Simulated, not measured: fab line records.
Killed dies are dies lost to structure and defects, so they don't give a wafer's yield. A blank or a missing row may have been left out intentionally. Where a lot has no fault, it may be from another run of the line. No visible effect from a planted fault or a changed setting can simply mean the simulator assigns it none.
The tool behind it: which one? ; flow sfq_line ; 15 lots with 45 wafers sampled at 4 steps, on a route of 325 steps

== WHAT EACH GAUGE READ, for each wafer ==
SFQ_M3_OVL_MEAS_921.
lot;measured;on;M3_OVL (nm)
L635;day 35 20:41;overlay-01;9 8 9
L636;day 36 22:31;overlay-02;4 1 8
L638;day 37 00:56;overlay-02;4 3 4
L639;day 38 15:34;overlay-02;-8 -1 -3
L641;day 39 08:14;overlay-02;6 -1 4
L642;day 39 20:50;overlay-01;7 6 3
L644;day 40 11:22;overlay-01;-7 -8 0
L645;day 40 17:22;overlay-02;7 12 10
L648;day 41 20:53;overlay-02;0 -5 2
L649;day 42 12:30;overlay-01;-5 -2 -2
L650;day 42 22:25;overlay-02;4 -4 4
L655;day 52 03:05;overlay-02;-3 6 -2
L656;day 52 06:41;overlay-01;8 1 -1
L657;day 52 09:05;overlay-01;6 1 7
L658;day 52 11:29;overlay-02;-10 -9 -4

== WHAT TOOL EACH LOT RAN ON (gives the tool, then ch and the chambers of the sampled wafers, and finally the start) ==
lot;SFQ_TRILAYER_L0_STRIP_STRIP_009;SFQ_TRILAYER_L0_VIA_BARC_OPEN_VIA_ETCH_021;SFQ_TRILAYER_M0_ETCH_METAL_ETCH_024
L635;rie_metal-04 ch 0,1, day 4 08:20;rie_diel-01 ch 2,3, day 7 10:40;rie_metal-01 ch 0,1, day 11 17:29
L636;rie_metal-03 ch 0,1, day 4 14:20;rie_diel-04 ch 2,3, day 7 19:04;rie_metal-02 ch 0,1, day 12 02:26
L638;rie_metal-04 ch 0,1, day 5 00:08;rie_diel-03 ch 1,2, day 8 09:28;rie_metal-02 ch 0,1, day 12 17:00
L639;rie_metal-03 ch 0,1, day 5 05:56;rie_diel-01 ch 1,2, day 8 19:56;rie_metal-04 ch 0,1, day 13 00:43
L641;rie_metal-03 ch 0,1, day 5 13:08;rie_diel-01 ch 1,2,3, day 9 12:58;rie_metal-01 ch 0, day 13 14:26
L642;rie_metal-03 ch 0,1, day 5 19:08;rie_diel-01 ch 1,3, day 9 21:22;rie_metal-04 ch 0,1, day 13 21:05
L644;rie_metal-04 ch 0, day 6 03:38;rie_diel-01 ch 1,3, day 10 09:22;rie_metal-02 ch 0,1, day 14 11:29
L645;rie_metal-03 ch 0,1, day 6 10:44;rie_diel-04 ch 2,3, day 10 15:22;rie_metal-01 ch 0,1, day 14 20:08
L648;rie_metal-04 ch 0,1, day 7 07:08;rie_diel-04 ch 0,2, day 11 12:37;rie_metal-01 ch 0, day 16 05:48
L649;rie_metal-02 ch 0,1, day 7 14:32;rie_diel-04 ch 0,1, day 11 23:59;rie_metal-01 ch 0,1, day 16 21:31
L650;rie_metal-03 ch 0,1, day 7 21:32;rie_diel-04 ch 0,1,3, day 12 03:35;rie_metal-01 ch 0,1, day 17 03:28
L655;rie_metal-03 ch 0,1, day 9 16:38;rie_diel-04 ch 2,3, day 13 16:43;rie_metal-02 ch 1, day 19 07:18
L656;rie_metal-03 ch 1, day 10 01:32;rie_diel-01 ch 2,3, day 14 00:38;rie_metal-02 ch 0,1, day 19 18:08
L657;rie_metal-03 ch 1, day 10 07:20;rie_diel-04 ch 1,2,3, day 14 07:50;rie_metal-04 ch 0,1, day 20 02:38
L658;rie_metal-03 ch 1, day 10 10:44;rie_diel-01 ch 0,3, day 14 15:02;rie_metal-02 ch 0,1, day 20 12:14
- SFQ_TRILAYER_L0_STRIP_STRIP_009: strips in O2.
- SFQ_TRILAYER_L0_VIA_BARC_OPEN_VIA_ETCH_021: etches BARC in O2, target depth 125 nm, time 41.7 s.
- SFQ_TRILAYER_M0_ETCH_METAL_ETCH_024: etches Nb in Cl2/Ar, stops on SiO2, target depth 240 nm, time 120 s.

== AS READ BY THE TOOLS THEMSELVES (means over the sampled wafers that have a number; for cases with no such wafer, the mark the record gives instead) ==
SFQ_TRILAYER_L0_STRIP_STRIP_009.
lot;tool;drypump_motor_current_A (A);oes_product_au (a.u.)
L635;rie_metal-04;5.40;1.001
L636;rie_metal-03;5.23;1.006
L638;rie_metal-04;5.41;1.005
L639;rie_metal-03;5.24;1.010
L641;rie_metal-03;5.46;1.001
L642;rie_metal-03;5.47;1.005
L644;rie_metal-04;5.49;0.998
L645;rie_metal-03;5.23;1.008
L648;rie_metal-04;5.39;1.014
L649;rie_metal-02;5.74;1.001
L650;rie_metal-03;5.45;0.996
L655;rie_metal-03;5.23;1.015
L656;rie_metal-03;5.68;1.011
L657;rie_metal-03;5.68;0.997
L658;rie_metal-03;5.67;1.008

SFQ_TRILAYER_L0_VIA_BARC_OPEN_VIA_ETCH_021.
lot;tool;bias_w (W);chamber_pressure_mTorr (mTorr);drypump_motor_current_A (A);oes_product_au (a.u.)
L635;rie_diel-01;79.90;30.000;6.0;0.686
L636;rie_diel-04;79.97;30.026;5.8;0.684
L638;rie_diel-03;80.29;29.985;6.1;0.685
L639;rie_diel-01;80.24;29.979;5.6;0.683
L641;rie_diel-01;80.09;29.983;5.8;0.685
L642;rie_diel-01;79.97;30.008;5.7;0.688
L644;rie_diel-01;80.12;30.021;5.7;0.684
L645;rie_diel-04;79.90;29.973;5.9;0.682
L648;rie_diel-04;80.00;29.976;5.8;0.689
L649;rie_diel-04;80.06;29.956;5.7;0.684
L650;rie_diel-04;79.82;30.013;5.6;0.685
L655;rie_diel-04;79.91;29.977;5.8;0.683
L656;rie_diel-01;80.19;29.972;6.0;0.689
L657;rie_diel-04;79.93;30.035;5.9;0.683
L658;rie_diel-01;79.97;29.987;6.0;0.689

SFQ_TRILAYER_M0_ETCH_METAL_ETCH_024.
lot;tool;bias_w (W);chamber_pressure_mTorr (mTorr);drypump_motor_current_A (A);oes_product_au (a.u.)
L635;rie_metal-01;79.92;9.996;5.59;0.884
L636;rie_metal-02;80.29;9.996;5.73;0.888
L638;rie_metal-02;79.86;9.998;5.73;0.906
L639;rie_metal-04;79.87;9.997;5.30;0.889
L641;rie_metal-01;80.27;10.002;5.35;0.888
L642;rie_metal-04;80.15;9.997;5.30;0.890
L644;rie_metal-02;80.03;9.997;5.82;0.898
L645;rie_metal-01;79.98;10.003;5.57;0.891
L648;rie_metal-01;80.06;12.002;5.34;0.894
L649;rie_metal-01;80.09;10.666;5.82;0.897
L650;rie_metal-01;80.22;11.339;5.61;0.896
L655;rie_metal-02;80.13;9.999;5.88;0.884
L656;rie_metal-02;79.66;9.999;5.73;0.901
L657;rie_metal-04;80.00;10.006;5.31;0.890
L658;rie_metal-02;80.03;9.991;5.72;0.896

== THE ANSWER, worked out from the rows above alone ==
Rule: what is usual is taken from the lots themselves. Put in order of their means at a reading, lots are off if they are a third of the lots or fewer, leave a main group of 4 or more, and stand apart from it by a gap of 3 or more times the standard deviation of the main group's means; of several such gaps the widest counts. A main group is skipped when, at the precision printed for the reading in the tables above, its means are all equal. Also off: a lot with no number at a reading for which 4 or more lots have one. Where the step has rows for the other lots, those lots are counted as sound. Order of review: gauges by route order, followed by the tools' own readings, for which a lot's mean as printed above is used. At the first step where some lot is off, the reading lying furthest off is the one used; lots without a number count as furthest.
Off: L648, L649, L650, at SFQ_TRILAYER_M0_ETCH_METAL_ETCH_024 (chamber_pressure_mTorr). Mean 9.998 mTorr and standard deviation 0.0037 in the main group.
A tool fits if, at that step or a process step before it, it ran every lot that is off, and no sound lot after the first of them. One fits: SFQ_TRILAYER_M0_ETCH_METAL_ETCH_024 on rie_metal-01. A fault onset in the window from L645 (day 14 20:08, its last sound lot) to L648 (day 16 05:48, its first lot off) fits.
The tool's own readings at SFQ_TRILAYER_M0_ETCH_METAL_ETCH_024 bear it out: on the lots that are off they differ by more than 5 times the standard deviation of the sound lots' means. chamber_pressure_mTorr reads 11.336 mTorr there against 9.998 mTorr on the sound lots.

== WHAT THE SIMULATOR HAD PUT IN ==
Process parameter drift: rie_metal-01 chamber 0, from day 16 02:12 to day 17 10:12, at SFQ_TRILAYER_M0_ETCH_METAL_ETCH_024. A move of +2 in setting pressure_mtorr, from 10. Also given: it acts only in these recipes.
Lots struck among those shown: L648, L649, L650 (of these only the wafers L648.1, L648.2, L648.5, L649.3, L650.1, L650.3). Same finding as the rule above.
